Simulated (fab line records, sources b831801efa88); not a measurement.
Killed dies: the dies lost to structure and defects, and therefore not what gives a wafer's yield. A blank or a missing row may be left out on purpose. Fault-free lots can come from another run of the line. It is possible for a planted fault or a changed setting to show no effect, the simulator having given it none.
Chamber matching ; flow sky130 ; 4 sister chambers for SKY_FIELD_ISO_CMP_27 on cmp-02
The step polishes, stops on Si3N4, t overpolish 16 s, target thk 457.8 nm. 16 wafers are shown with their chamber, then 8 later ones without.

== EACH WAFER AND ITS CHAMBER ==
wafer;chamber;motorCurrentA (A);timeToEndpointS (s);overpolishRunS (s)
L237.4;0;12.3;113;15.980
L237.5;1;12.2;121;15.997
L237.6;2;10.3;114;16.010
L238.2;1;11.9;121;15.989
L238.4;2;10.5;113;15.996
L238.6;2;10.4;114;15.996
L243.1;3;11.4;116;15.990
L243.3;2;10.6;110;16.011
L243.5;3;11.3;113;16.003
L246.1;2;10.6;116;16.006
L246.2;1;12.1;119;16.012
L246.4;0;12.0;110;15.994
L249.3;3;10.9;113;16.009
L249.4;1;11.9;119;15.991
L249.6;1;11.8;121;16.000
L250.3;2;10.7;115;15.998

SIGNATURES (averages over the wafers above)
reading;chamber 0;chamber 1;chamber 2;chamber 3;scatter within a chamber
motorCurrentA;12.150;11.980;10.517;11.200;0.183
timeToEndpointS;111.50;120.20;113.67;114.00;1.75
overpolishRunS;15.98700;15.99780;16.00283;16.00067;0.00848
Rule: a wafer's distance from a chamber is the root of the sum, over the readings, of the square of ((its reading less the chamber's mean) divided by the reading's scatter). The wafer belongs to the nearest chamber; if the next one is less than 2 further off, it can't be placed. How the scatter is found: for the shown wafers, subtract from each reading the mean of its chamber, square and add these, divide the total by (wafers less chambers), then take the root.

== WAFERS WITHOUT THEIR CHAMBER ==
wafer;motorCurrentA (A);timeToEndpointS (s);overpolishRunS (s)
L250.4;13.0;111;16.011
L250.6;12.5;121;15.999
L252.1;11.0;114;15.996
L252.4;10.6;115;16.013
L252.6;11.8;114;15.996
L253.1;11.3;119;16.005
L253.4;10.9;114;16.003
L253.6;10.2;115;16.004

== CHAMBER TAKEN BY EACH ==
wafer;from the rows above;in truth
L250.4;0;0
L250.6;1;1
L252.1;can't be placed: 3 or 2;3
L252.4;2;2
L252.6;can't be placed: 0 or 3 or 1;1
L253.1;can't be placed: 3 or 1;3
L253.4;can't be placed: 3 or 2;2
L253.6;2;2
Correct placement for 4 of the 8. Cannot be placed on the basis of these rows: 4; the candidates contain the true chamber in 4. Number placed wrongly: 0.
